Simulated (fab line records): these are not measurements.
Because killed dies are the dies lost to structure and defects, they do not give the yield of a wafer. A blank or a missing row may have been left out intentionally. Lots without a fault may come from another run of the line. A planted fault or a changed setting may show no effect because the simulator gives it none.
A lot that was struck, set against a sound lot | flow sky130 | 16 out of 708 route steps
Sound: the wafers L846.2, L846.4, L846.6. Struck: wafer L861.2. (L861.4 of the same lot was not struck and is left out.) The cause comes at the end.
For every step that has rows: the tool of each side, followed by ch and its chambers, followed by its first start. Under that, the readings that differ: sound wafers | struck wafers | difference of the means | sigmas: that difference in standard deviations of wafers without a fault.
alike: readings whose means differ by less than 2 such deviations, and words and numbers that are the same on both sides. not compared: withheld readings, readings that some wafer has no value for, bounds like >300 that may hide the same value, and numbers for which the record gives no deviation and whose values overlap.
A row with sigmas, a row that says differs or no value, or rows on one side alone: a step with any of these is where the two part. Numbers that don't overlap but have no deviation are shown without sigmas and don't part them. A reading that every wafer of one side lacks parts them only if that side has two wafers or more.

first, 2 steps without rows for these wafers: SKY_VT_ADJUST_PCH_PEB_05; SKY_VT_ADJUST_PCH_DEVELOP_06 (develop time 60 s).
SKY_VT_ADJUST_PCH_OVL_MEAS_07:
  sound: overlay-02 at day 10 09:03; struck: overlay-01 at day 15 02:13
  alike: VT_ADJUST_PCH_OVL
after that, 1 step had no rows for these wafers: SKY_VT_ADJUST_PCH_IMPLANT_08.
SKY_VT_ADJUST_PCH_STRIP_09: strips in O2/N2.
  sound on plasma-asher-03 ch 0,1, day 10 09:14; struck on plasma-asher-02 ch 1, day 15 02:23
  reading                      | sound             | struck | difference | sigmas
  strip-time-to-endpoint-s (s) | 37.10 37.09 37.08 | 36.83  | -0.26      | -3
  alike: chamber-pressure-mTorr, drypump-motor-current-A, oes-product-au
  not compared: rf-hours-counter-h
SKY_VT_ADJUST_PCH_TW_MEAS_10:
  sound: film-metro-03 at day 10 09:20; struck: film-metro-02 at day 15 02:30
  alike: VT_ADJUST_PCH_TW
then, 6 steps without rows for these wafers: SKY_SONOS_TUNNEL_DEHYDRATE_00 (time 60 s); SKY_SONOS_TUNNEL_HMDS_01 (prime time 60 s); SKY_SONOS_TUNNEL_COAT_02 (resist thk 1140 nm); SKY_SONOS_TUNNEL_SOFTBAKE_03 (time 60 s); SKY_SONOS_TUNNEL_EXPOSE_04 (exposes mask TUNM, target cd 410 nm); SKY_SONOS_TUNNEL_PEB_05.
SKY_SONOS_TUNNEL_DEVELOP_06: develop time 60 s.
  sound on litho-track-02 ch 0, day 11 08:48; struck on litho-track-02 ch 0, day 16 05:00
  alike: exhaust-pa
SKY_SONOS_TUNNEL_CD_MEAS_07: the cd target is 410 nm.
  sound: cd-sem-02 at day 11 08:57; struck: cd-sem-01 at day 16 05:08
  reading    | sound             | struck | difference | sigmas
  cd-nm (nm) | 410.1 408.1 409.1 | 445.9  | +36.8      | +17
SKY_SONOS_TUNNEL_OVL_MEAS_08:
  sound: overlay-02 at day 11 09:03; struck: overlay-01 at day 16 05:15
  alike: SONOS_TUNNEL_OVL
SKY_PAD_OPEN_PROBE_99:
  the record holds rows for the sound wafers here (prober-01, day 45 08:15) but none for the struck ones

WHERE THEY PART
At SKY_VT_ADJUST_PCH_STRIP_09 first; at SKY_PAD_OPEN_PROBE_99 last (within this record only).

WHY: the cause the simulator had injected
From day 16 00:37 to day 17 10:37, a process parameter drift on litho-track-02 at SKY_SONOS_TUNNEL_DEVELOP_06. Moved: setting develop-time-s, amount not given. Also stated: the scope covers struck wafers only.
